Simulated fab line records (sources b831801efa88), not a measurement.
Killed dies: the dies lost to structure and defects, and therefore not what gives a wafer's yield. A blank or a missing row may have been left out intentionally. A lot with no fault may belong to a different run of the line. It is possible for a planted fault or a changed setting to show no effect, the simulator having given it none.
Chamber matching :: flow gf180mcu :: cmp-01 running GF_STI_CMP_25: 4 sister chambers
The step polishes, stops on Si3N4, t overpolish 33 s, target thk 524.6 nm. 4 wafers are shown with their chamber, then 9 later ones without.

== WAFERS, EACH WITH ITS CHAMBER ==
wafer: L150.5
chamber: 3
motor-current-A (A): 11.6

wafer: L152.4
chamber: 2
motor-current-A (A): 10.5

wafer: L154.5
chamber: 0
motor-current-A (A): 10.4

wafer: L154.6
chamber: 1
motor-current-A (A): 11.7

== WAFERS MISSING THEIR CHAMBER ==
wafer: L155.2
motor-current-A (A): 10.6

wafer: L155.3
motor-current-A (A): 11.5

wafer: L155.5
motor-current-A (A): 11.1

wafer: L156.4
motor-current-A (A): 10.2

wafer: L156.5
motor-current-A (A): 10.2

wafer: L156.6
motor-current-A (A): 11.7

wafer: L157.1
motor-current-A (A): 10.2

wafer: L157.3
motor-current-A (A): 10.2

wafer: L157.4
motor-current-A (A): 11.7

== EACH ONE'S CHAMBER ==
wafer: L155.2
from the rows above: can't be placed: 2 or 0
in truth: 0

wafer: L155.3
from the rows above: can't be placed: 3 or 1
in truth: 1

wafer: L155.5
from the rows above: can't be placed: 3 or 1 or 2 or 0
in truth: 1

wafer: L156.4
from the rows above: can't be placed: 0 or 2
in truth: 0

wafer: L156.5
from the rows above: can't be placed: 0 or 2
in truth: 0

wafer: L156.6
from the rows above: can't be placed: 1 or 3
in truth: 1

wafer: L157.1
from the rows above: can't be placed: 0 or 2
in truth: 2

wafer: L157.3
from the rows above: can't be placed: 0 or 2
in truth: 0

wafer: L157.4
from the rows above: can't be placed: 1 or 3
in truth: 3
Correct placement for 0 of the 9. Unplaceable from these rows: 9, with the true chamber sitting among the candidates in 9. Number placed wrongly: 0.
How it was worked out, from the rows above alone: a wafer's distance from a chamber is the root of the sum, over the readings, of the square of ((its reading less the chamber's mean) divided by the reading's scatter). The wafer belongs to the nearest chamber; if the next one is less than 2 further off, it can't be placed. For every chamber, the mean is computed from those of its wafers that are shown. The scatter (one wafer shown for each chamber): square how far every hidden wafer sits from the nearest shown wafer, average those squares and take the square root.
